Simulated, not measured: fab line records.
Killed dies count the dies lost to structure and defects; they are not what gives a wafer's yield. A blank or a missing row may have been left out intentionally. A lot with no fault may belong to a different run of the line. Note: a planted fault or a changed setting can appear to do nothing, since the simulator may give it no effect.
8D (eight disciplines) problem report, filled in by code :: flow sky130 :: the parts of the form that need people (team, actions taken, sign-off) are left out

== 1. THE ISSUE ==
Across 6 wafers from 2 lots, VT_ADJUST_HVTP_TW at SKY_VT_ADJUST_HVTP_TW_MEAS_11 averages 1676, while fault-free wafers read 1355 with a standard deviation of 5.9. Measured from the usual mean, that is +54 standard deviations.
First observed at day 9 18:07: wafer L552.2, on film-metro-02. The record has a number at this step for 39 wafers belonging to 13 lots. Rule for "out", or "out of limits": more than 4 standard deviations from the usual mean. The rest of the wafers with a number are treated as sound.

== 2. WHAT IT IS, AND WHAT IT ISN'T ==
question: which readings at this step
is: VT_ADJUST_HVTP_TW
is not: -

question: which lots
is: L552, L555
is not: L538, L539, L540, L543, L544, L545, L546, L556, L558, L560, L561

question: which wafers of those lots
is: all that have a number
is not: -

question: read on which gauges
is: film-metro-02, film-metro-03
is not: film-metro-01

question: when
is: from day 9 18:07
is not: up to then (21 sound wafers); but 12 sound wafers of L556, L558, L560, L561 came after

== 3. THE SUSPECTS, EACH WITH WHAT RULES IT OUT ==
Counting: any tool at a process step up to the reading is kept as a suspect provided that every lot that is out went through it and no sound lot did after the first of them.
- the gauge at SKY_VT_ADJUST_HVTP_TW_MEAS_11 is ruled out. The wafers that are out were read on 2 gauges (film-metro-02, film-metro-03).
- implanter-03 at SKY_VT_ADJUST_HVTP_IMPLANT_09: kept. Every lot that is out went through it, starting with L552 (day 9 17:53), and after that it ran no sound lot; the last sound lot it ran before then is L546 (day 8 05:56). Its own readings are out on those wafers: dose-ions-cm2, faraday-current-uA.
After counting, what remains is implanter-03 at SKY_VT_ADJUST_HVTP_IMPLANT_09.

== 4. THE CAUSE (what the simulator had put in) ==
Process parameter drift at SKY_VT_ADJUST_HVTP_IMPLANT_09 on implanter-03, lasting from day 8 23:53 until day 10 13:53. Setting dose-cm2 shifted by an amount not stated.
After counting, this tool was the only one left.

== 5. THE EFFECT CHAIN, in route order ==
Rows list readings where the struck wafers' mean (over those with a number) sits beyond 3 standard deviations from the usual. Readings are gone through only where the record gives a usual standard deviation; hours: the median, over the lots, of the time from a lot's start at the first step in this table giving one to that lot's start at this step; sigmas: the change measured in usual standard deviations.
hours: 0
step: SKY_VT_ADJUST_HVTP_IMPLANT_09
reading: dose-ions-cm2
usual: 4.3e+12
on struck wafers: 8.3e+12
change: +4.0e+12
sigmas: +99 or more

hours: 0
step: SKY_VT_ADJUST_HVTP_IMPLANT_09
reading: faraday-current-uA
usual: 24.2
on struck wafers: 47.0
change: +22.8
sigmas: +49

hours: 0
step: SKY_VT_ADJUST_HVTP_TW_MEAS_11
reading: VT_ADJUST_HVTP_TW
usual: 1355
on struck wafers: 1676
change: +321
sigmas: +54
The process steps in it:
- SKY_VT_ADJUST_HVTP_IMPLANT_09
Later steps that measure or inspect, where all struck wafers having a row at the step show a number for every such reading and not one has moved that far: SKY_SD_N_RS_MEAS_16, SKY_LI_CONTACT_OVL_MEAS_13.

== 6. HOW IT WOULD HAVE BEEN CAUGHT EARLIER ==
The first out-of-limits reading at a measuring or inspecting step in this record came at day 9 18:07, 18 hours after the fault's start at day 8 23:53.
Tool's own readings at SKY_VT_ADJUST_HVTP_IMPLANT_09, dose-ions-cm2, faraday-current-uA: out on all struck wafers the step has rows for; an alarm limit on them would have tripped on the first.
L555, from the lots that are out (2), started SKY_VT_ADJUST_HVTP_IMPLANT_09 on implanter-03 later than day 9 18:07. Had the tool been put on hold then, it would have been spared.
